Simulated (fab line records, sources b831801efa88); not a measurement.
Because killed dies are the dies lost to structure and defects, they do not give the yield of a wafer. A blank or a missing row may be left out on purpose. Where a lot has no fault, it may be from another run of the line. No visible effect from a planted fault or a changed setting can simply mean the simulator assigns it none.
2 desks, one fault	flow gf180mcu	every desk sees just its own numbers, and what lay behind them comes last

== AT THE TOOL OWNER'S DESK: pvdSputter-04 ==
The tool's own readings at GF_V5_SPUTTER_21 (material Ti, target thk 15 nm, time 80.02 s): means of the sampled wafers that have a number, for each lot that ran on this tool. Marked OUT: a lot whose mean sits more than 4 standard deviations from the usual mean, which makes it out of limits; the brackets give that distance.
Columns: A = cathodeDcPowerW at GF_V5_SPUTTER_21, usual 2500.0 W; B = chamberPressurePa at GF_V5_SPUTTER_21, usual 5.002 Pa; C = throttleValvePct at GF_V5_SPUTTER_21, usual 29.8 %
lot	first seen here	A	B	C
L345	day 27 00:21	2499.9	5.003	30.0
L351	day 29 02:52	2499.9	4.998	30.1
This desk's finding: nothing out of limits on any of the 2 lots.

== AT THE METROLOGY DESK ==
Lot by lot, what the gauges showed, no matter which tool ran the lot: averages of those sampled wafers that carry a number. Marked OUT: a lot whose mean sits more than 4 standard deviations from the usual mean, which makes it out of limits; the brackets give that distance.
Columns: A = cdNm at GF_V5_CD_MEAS_14, usual 259.7 nm; B = V5_OVL at GF_V5_OVL_MEAS_15, usual 0 nm
lot	first seen here	A	B
L345	day 26 23:29	260.7	-1
L347	day 27 20:24	260.7	-1
L351	day 29 02:02	259.5	-5
L362	day 32 07:52	260.0	-1
L363	day 32 08:44	260.0	8
This desk's finding: nothing out of limits on any of the 5 lots.

== ALL TOGETHER ==
The desk of the tool owner found nothing out of limits.
The metrology desk saw nothing out of limits.

== WHAT WAS PUT IN BY THE SIMULATOR ==
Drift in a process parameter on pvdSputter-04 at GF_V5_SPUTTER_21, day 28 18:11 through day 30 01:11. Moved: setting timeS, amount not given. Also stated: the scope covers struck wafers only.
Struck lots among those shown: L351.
